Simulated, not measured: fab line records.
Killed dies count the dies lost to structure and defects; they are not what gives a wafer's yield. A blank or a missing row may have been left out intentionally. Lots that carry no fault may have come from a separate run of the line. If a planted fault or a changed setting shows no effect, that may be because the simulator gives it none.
fab line records | flow sky130
record lots=12 wafers=36 lastDay=50
route steps=708 shown VT_ADJUST_PCH@151 LI_CONTACT@386 VIA1@471
lots that met no fault: taken from a fault-free run of the same line
startH: hours from the record's opening day to when the first of the lot's shown wafers began | waitH: hours since the lot's step before | " repeats the value in the row above | L1.1+2: a row that stands for several wafers | - either no value or no given start | * or withheld: withheld | < > ~ a bound
route shown NAME@n: names a module that has steps shown in the file, with the first one's number in the route | usual: mean and standard deviation over wafers with no fault | same: alike in all rows | chamber/n: place in a boat | sites: per-site readings | _std_site: their standard deviation | _edge_site: outer sites' mean less inner sites' | radiusMm: how far each site lies from the wafer's centre | mask NAME#n: copy n | behind: the tool/chamber that last shaped the wafer | hold: cause of the lot's hold/its duration in hours/its outcome | device: names the non-switching transistor (n, p or np) | end of line: tests run on the same wafers once the route is complete | a step with no rows: only its recipe | killed: not the wafer's yield, but the dies lost to structure and defects at the first sort | map: shows each die of a wafer: x if killed, . if not, _ if none is there
set.NAME: the setting that was run; set.NAME@STEP: the one run at that earlier step | model.NAME: the simulator's own value behind a step, which no gauge read
a sample of lots followed through the steps of the route, with each step as a table and each wafer as a row
services: a tool's chamber out of use, with start hour (startH, from the record's first day; less than 0 if before it), hours out, and reason
## steps
# step SKY_VT_ADJUST_PCH_IMPLANT_08
# recipe species=B energyKev=10.16 doseCm2=5e+11 tiltDeg=withheld
# usual beamOnS=10.00/0.19 doseIonsCm2=5.001e+11/5.8e+08 endStationPressureTorr=5e-06/2.7e-07 faradayCurrentUA=2.82/0.053
# columns lot.wafer tool chamber startH waitH beamOnS doseIonsCm2 endStationPressureTorr faradayCurrentUA
L581.1 implanter-02 0 237.61 0.0 9.78 5.012e+11 4.82e-06 2.89
L581.4 " 0 " " 10.21 5.005e+11 5.12e-06 2.76
L581.5 " 0 " " 10.18 4.995e+11 4.89e-06 2.77
L583.4 implanter-03 0 258.58 0.1 9.80 5e+11 4.88e-06 2.88
L583.5 " 0 " " 9.87 4.998e+11 4.3e-06 2.86
L583.6 " 0 " " 9.92 4.998e+11 5.62e-06 2.84
L584.1 implanter-02 0 260.27 0.0 9.91 4.994e+11 4.82e-06 2.82
L584.3 " 0 " " 9.96 5.004e+11 4.91e-06 2.84
L584.6 " 0 " " 9.74 4.994e+11 5.26e-06 2.91
L585.1 implanter-04 0 276.50 0.0 10.03 5.002e+11 5e-06 2.81
L585.3 " 0 " " 9.90 5.005e+11 4.94e-06 2.85
L585.5 " 0 " " 10.05 4.998e+11 5.23e-06 2.81
L588.1 implanter-03 0 293.06 0.0 10.22 5.01e+11 4.39e-06 2.76
L588.3 " 0 " " 9.88 5.004e+11 5.07e-06 2.87
L588.6 " 0 " " 9.81 5.004e+11 4.94e-06 2.87
L589.2 implanter-02 0 300.47 0.0 10.18 5.005e+11 5.1e-06 2.78
L589.3 " 0 " " 10.23 5.007e+11 4.9e-06 2.76
L589.4 " 0 " " 10.08 5.003e+11 5.37e-06 2.79
L594.4 implanter-02 0 332.03 0.1 12.89 5.002e+11 0.00012738 2.20
L594.5 " 0 " " 13.03 5.008e+11 0.00013064 2.19
L594.6 " 0 " " 13.12 4.996e+11 0.00010901 2.18
L596.1 implanter-02 0 351.96 0.0 12.73 5.015e+11 0.00011469 2.23
L596.4 " 0 " " 13.31 5.001e+11 0.00012423 2.15
L596.6 " 0 " " 12.58 5.007e+11 0.00012908 2.27
L597.2 implanter-04 0 360.07 0.0 9.86 4.995e+11 5.01e-06 2.86
L597.5 " 0 " " 10.28 5.002e+11 5.03e-06 2.74
L597.6 " 0 " " 9.78 5.008e+11 5.06e-06 2.90
L601.2 implanter-04 0 384.43 0.0 9.98 4.998e+11 4.92e-06 2.81
L601.3 " 0 " " 9.82 4.997e+11 5.19e-06 2.87
L601.6 " 0 " " 9.55 4.999e+11 5.36e-06 2.95
L602.2 implanter-04 0 394.72 0.0 10.27 4.997e+11 4.94e-06 2.75
L602.4 " 0 " " 9.83 4.99e+11 5.07e-06 2.87
L602.6 " 0 " " 10.04 4.994e+11 4.87e-06 2.81
L603.4 implanter-04 0 402.85 0.1 10.10 5.006e+11 4.59e-06 2.80
L603.5 " 0 " " 9.94 5.004e+11 4.94e-06 2.83
L603.6 " 0 " " 10.01 5e+11 4.76e-06 2.82
# step SKY_VT_ADJUST_PCH_TW_MEAS_10
# usual VT_ADJUST_PCH_TW=144.1/0.98
# columns lot.wafer tool chamber startH waitH VT_ADJUST_PCH_TW
L581.1 filmMetro-02 - 237.86 0.1 145.2
L581.4 " - " " 145.4
L581.5 " - " " 145.6
L583.4 filmMetro-02 - 258.79 0.1 144.9
L583.5 " - " " 143.5
L583.6 " - " " 144.4
L584.1 filmMetro-04 - 260.52 0.1 145.4
L584.3 " - " " 144.6
L584.6 " - " " 145.1
L585.1 filmMetro-04 - 276.75 0.1 144.5
L585.3 " - " " 143.9
L585.5 " - " " 143.7
L588.1 filmMetro-04 - 293.31 0.1 145.3
L588.3 " - " " 144.6
L588.6 " - " " 144.7
L589.2 filmMetro-02 - 300.70 0.1 144.8
L589.3 " - " " 144.7
L589.4 " - " " 145.0
L594.4 filmMetro-02 - 332.24 0.1 155.4
L594.5 " - " " 154.6
L594.6 " - " " 154.2
L596.1 filmMetro-01 - 352.21 0.1 151.5
L596.4 " - " " 150.7
L596.6 " - " " 150.6
L597.2 filmMetro-02 - 360.30 0.1 143.8
L597.5 " - " " 143.6
L597.6 " - " " 143.8
L601.2 filmMetro-01 - 384.67 0.1 144.0
L601.3 " - " " 143.0
L601.6 " - " " 143.1
L602.2 filmMetro-04 - 394.95 0.1 144.7
L602.4 " - " " 144.0
L602.6 " - " " 144.3
L603.4 filmMetro-01 - 403.05 0.1 143.1
L603.5 " - " " 143.4
L603.6 " - " " 142.6
# step SKY_LI_CONTACT_CMP_24
# recipe stopOn=PSG tOverpolishS=20 downForcePsi=3.5 platenRpm=60 targetThkNm=0 padVelocityMS=0.94248
# usual motorCurrentA=11.0/1.1 overpolishRunS=19.998/0.0084 slurryFlowMlMin=150.0/0.46 timeToEndpointS=96/4.4
# columns lot.wafer tool chamber startH waitH motorCurrentA overpolishRunS slurryFlowMlMin timeToEndpointS
L581.1 cmp-01 3 696.57 0.1 11.8 20.005 150.5 93
L581.4 " 2 " " 8.1 20.007 150.3 94
L581.5 " 0 " " 11.2 19.990 150.7 96
L583.4 cmp-02 2 714.44 0.1 11.8 20.006 149.9 91
L583.6 " 0 " " 11.8 20.005 149.8 93
L583.5 " 1 " " 11.2 19.998 149.8 89
L584.3 cmp-02 2 715.33 0.1 10.8 20.005 150.2 100
L584.1 " 3 " " 12.4 19.992 149.7 93
L584.6 " 0 " " 11.7 19.994 150.7 94
L585.3 cmp-01 3 733.76 0.2 10.9 19.985 150.1 98
L585.1 " 0 " " 11.5 19.996 150.0 101
L585.5 " 0 " " 11.2 19.989 150.0 102
L588.3 cmp-02 3 748.48 0.4 12.0 19.996 150.1 97
L588.1 " 1 " " 11.3 20.008 150.4 94
L588.6 " 0 " " 11.9 19.991 149.8 94
L589.3 cmp-02 1 758.86 0.0 11.4 19.985 150.8 93
L589.2 " 3 " " 11.9 20.003 149.9 98
L589.4 " 0 " " 12.0 19.994 149.7 90
L594.4 cmp-01 3 788.18 0.1 11.0 19.992 149.5 95
L594.5 " 1 " " 10.4 20.014 149.1 105
L594.6 " 2 " " 8.5 19.994 149.6 94
L596.4 cmp-01 0 811.31 0.1 11.1 20.020 149.9 105
L596.1 " 1 " " 9.8 19.998 149.9 108
L596.6 " 3 " " 11.2 20.004 149.1 101
L597.2 cmp-01 3 814.09 0.1 11.6 19.987 149.7 93
L597.6 " 1 " " 10.4 20.003 149.9 103
L597.5 " 2 " " 8.4 19.997 150.8 94
L601.2 cmp-02 3 839.71 0.1 11.5 19.994 149.8 97
L601.3 " 1 " " 11.7 19.991 151.2 92
L601.6 " 3 " " 11.8 19.987 150.5 98
L602.2 cmp-01 3 850.73 0.0 11.9 19.985 150.0 96
L602.4 " 0 " " 11.7 20.001 150.0 99
L602.6 " 3 " " 12.0 20.013 149.9 95
L603.4 cmp-02 2 858.13 0.0 11.2 19.990 150.6 103
L603.5 " 2 " " 11.1 19.999 150.4 100
L603.6 " 3 " " 12.3 20.004 151.0 102
# step SKY_VIA1_OVL_MEAS_13
# usual VIA1_OVL=0/6.2
# columns lot.wafer tool chamber startH waitH VIA1_OVL[nm]
L581.1 overlay-02 - 811.02 0.1 -15
L581.4 " - " " -1
L581.5 " - " " 1
L583.4 overlay-02 - 828.35 0.1 2
L583.5 " - " " 9
L583.6 " - " " 6
L584.1 overlay-01 - 832.16 0.1 -7
L584.3 " - " " -13
L584.6 " - " " -4
L585.1 overlay-02 - 846.52 0.1 -3
L585.3 " - " " 4
L585.5 " - " " 2
L588.1 overlay-01 - 859.36 0.1 4
L588.3 " - " " 0
L588.6 " - " " -2
L589.2 overlay-01 - 869.74 0.1 -6
L589.3 " - " " -7
L589.4 " - " " -9
L594.4 overlay-02 - 896.77 0.1 -6
L594.5 " - " " -4
L594.6 " - " " -2
L596.1 overlay-01 - 919.32 0.1 1
L596.4 " - " " 5
L596.6 " - " " 1
L597.2 overlay-01 - 922.28 0.1 -4
L597.5 " - " " 2
L597.6 " - " " -2
L601.2 overlay-02 - 946.71 0.1 7
L601.3 " - " " 9
L601.6 " - " " 5
L602.2 overlay-01 - 955.86 0.1 3
L602.4 " - " " 4
L602.6 " - " " 6
L603.4 overlay-02 - 964.39 0.1 -5
L603.5 " - " " 4
L603.6 " - " " -6
# step SKY_VIA1_THK_MEAS_23
# recipe thkMeasGauge=xrf reads=W_of_VIA1_CVD_21
# usual VIA1_W_THK=270/4
# columns lot.wafer tool chamber startH waitH VIA1_W_THK[nm]
L581.1 filmMetro-02 - 812.06 0.1 269
L581.4 " - " " 268
L581.5 " - " " 270
L583.4 filmMetro-04 - 829.36 0.1 269
L583.5 " - " " 267
L583.6 " - " " 270
L584.1 filmMetro-02 - 833.24 0.1 271
L584.3 " - " " 272
L584.6 " - " " 270
L585.1 filmMetro-04 - 847.69 0.1 261
L585.3 " - " " 266
L585.5 " - " " 265
L588.1 filmMetro-02 - 860.35 0.1 270
L588.3 " - " " 270
L588.6 " - " " 269
L589.2 filmMetro-02 - 870.73 0.1 270
L589.3 " - " " 270
L589.4 " - " " 273
L594.4 filmMetro-01 - 897.78 0.1 275
L594.5 " - " " 275
L594.6 " - " " 273
L596.1 filmMetro-02 - 920.35 0.1 268
L596.4 " - " " 273
L596.6 " - " " 263
L597.2 filmMetro-02 - 923.27 0.1 272
L597.5 " - " " 273
L597.6 " - " " 268
L601.2 filmMetro-02 - 947.72 0.1 270
L601.3 " - " " 268
L601.6 " - " " 270
L602.2 filmMetro-01 - 956.94 0.1 270
L602.4 " - " " 266
L602.6 " - " " 271
L603.4 filmMetro-02 - 965.65 0.1 263
L603.5 " - " " 265
L603.6 " - " " 261
## services
# columns tool chamber startH hours kind
cmp-02 - 219.28 0.5 repair
cmp-02 - 232.00 4.0 pm
cmp-01 - 300.31 1.4 repair
cmp-02 - 305.56 4.8 repair
cmp-02 - 338.35 4.0 repair
cmp-02 - 358.50 1.9 repair
cmp-02 - 379.35 4.1 repair
cmp-02 - 397.03 3.3 repair
cmp-01 - 404.08 4.0 pm
cmp-02 - 427.92 3.5 pm
cmp-01 - 433.43 12.3 pm
cmp-02 - 437.64 0.8 repair
cmp-02 - 492.06 3.5 repair
cmp-02 - 495.60 0.8 repair
cmp-01 - 526.45 4.1 pm
cmp-02 - 547.93 15.5 repair
cmp-02 - 555.83 0.6 repair
cmp-01 - 567.37 1.0 repair
cmp-02 - 572.00 4.0 pm
cmp-01 - 579.00 4.2 pm
cmp-01 - 585.44 4.3 repair
cmp-02 - 611.43 2.7 repair
cmp-02 - 637.34 1.5 repair
cmp-01 - 663.03 0.4 repair
## key
firstSign step=SKY_VT_ADJUST_PCH_IMPLANT_08 reading=endStationPressureTorr direction=up sigmas=99+ usual=5e-06 struck=0.0001225
effect step=SKY_VT_ADJUST_PCH_IMPLANT_08 reading=beamOnS direction=up sigmas=16 usual=10.00 struck=12.94
effect step=SKY_VT_ADJUST_PCH_TW_MEAS_10 reading=VT_ADJUST_PCH_TW direction=up sigmas=8.9 usual=144.1 struck=152.8
metAt SKY_VT_ADJUST_PCH_IMPLANT_08
struckLots L594,L596
testerLeftOut L594,L596
notActingAt SKY_LI_CONTACT_CMP_24,SKY_VIA1_OVL_MEAS_13,SKY_VIA1_THK_MEAS_23
onsetBetween 300.47 332.03
fault kind=processParameterDrift tool=implanter-02 chamber=- onsetH=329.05 steps=SKY_VT_ADJUST_PCH_IMPLANT_08 channel=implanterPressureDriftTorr offset=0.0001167 shape=step endH=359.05
fault kind=processParameterDrift tool=implanter-02 chamber=- onsetH=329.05 steps=SKY_VT_ADJUST_PCH_IMPLANT_08 channel=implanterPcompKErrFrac offset=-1 shape=step endH=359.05
# testerLeftOut: of these lots the tester's yield and bins aren't shown, on N5 and GAA mostly nor the transistor test; their killed dies are dies lost to structure and defects alone, not to doping, threshold or leakage, so they don't give the yield
